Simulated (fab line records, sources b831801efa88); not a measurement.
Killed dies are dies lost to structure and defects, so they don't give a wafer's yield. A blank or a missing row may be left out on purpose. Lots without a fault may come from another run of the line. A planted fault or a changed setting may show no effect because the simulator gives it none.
One fault seen from 2 desks | flow gf180mcu | each desk has only its own numbers; what lay behind them comes last

THE METROLOGY DESK
What the gauges read, lot by lot, whatever tool the lot ran on: means of the sampled wafers that have a number. A lot is out of limits, marked OUT, if its mean lies more than 4 standard deviations from the usual mean; the brackets give that distance.
Columns: A = V2_W_RS at GF_V2_RS_MEAS_24, usual 0.330 ohm/sq; B = M3_ALCU_THK at GF_M3_THK_MEAS_06, usual 447 nm
lot  | first seen here | A     | B
L540 | day 20 17:10    | 0.333 | 455
L543 | day 21 06:05    | 0.330 | 449
L548 | day 23 14:32    | 0.330 | 447
L549 | day 23 22:17    | 0.328 | 447
L555 | day 25 22:14    | 0.334 | 444
L554 | day 25 23:32    | 0.333 | 447
L557 | day 26 12:36    | 0.333 | 445
L558 | day 27 00:06    | 0.331 | 449
L559 | day 27 08:18    | 0.327 | 445
L560 | day 27 12:17    | 0.329 | 443
L563 | day 28 07:18    | 0.324 | 441
This desk's finding: nothing out of limits on any of the 11 lots.

THE TOOL OWNER'S DESK: rie_metal-01
The tool's own readings at GF_M3_METAL_ETCH_16 (etches the open film in Cl2/BCl3, stops on SiO2, target depth 750.8 nm, time 125.1 s): means of the sampled wafers that have a number, for each lot that ran on this tool. A lot is out of limits, marked OUT, if its mean lies more than 4 standard deviations from the usual mean; the brackets give that distance.
Columns: A = bias_w at GF_M3_METAL_ETCH_16, usual 140.1 W; B = drypump_motor_current_A at GF_M3_METAL_ETCH_16, usual 5.5 A; C = he_backside_leak_sccm at GF_M3_METAL_ETCH_16, usual 3.3 sccm; D = oes_product_au at GF_M3_METAL_ETCH_16, usual 0.987 a.u.; E = throttle_valve_pct at GF_M3_METAL_ETCH_16, usual 28.232 %
lot  | first seen here | A               | B   | C   | D     | E
L543 | day 22 06:22    | 140.1           | 5.4 | 3.2 | 0.985 | 28.225
L548 | day 24 13:36    | 182.5 (+94) OUT | 5.3 | 3.4 | 0.998 | 28.219
L549 | day 24 21:02    | 168.6 (+63) OUT | 5.4 | 3.2 | 0.991 | 28.225
L557 | day 27 09:56    | 140.0           | 5.4 | 3.2 | 0.987 | 28.228
L558 | day 27 21:27    | 139.1           | 5.4 | 3.2 | 0.984 | 28.231
L559 | day 28 05:18    | 140.0           | 5.4 | 3.3 | 0.991 | 28.236
L563 | day 29 03:07    | 140.4           | 5.5 | 3.1 | 0.992 | 28.223
This desk's finding: out of limits on L548, L549; first on L548, day 24 13:36 (bias_w at GF_M3_METAL_ETCH_16). In limits: L543, L557, L558, L559, L563.

PUT TOGETHER
The tool owner's desk could have raised an alarm at day 24 13:36, on L548, L549.
The metrology desk saw nothing out of limits.
The metrology desk has L548, L549 on record, within its limits.
Of the lots named, all ran GF_M3_METAL_ETCH_16 on rie_metal-01.

WHAT THE SIMULATOR HAD PUT IN
Process parameter drift: rie_metal-01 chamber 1, from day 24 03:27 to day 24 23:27, at GF_M3_METAL_ETCH_16. Setting bias_w, moved by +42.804, from 140. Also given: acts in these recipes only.
Lots struck among those shown: L548, L549.
Hours from the fault's start to each desk's first reading out of limits: the tool owner's desk, 10.
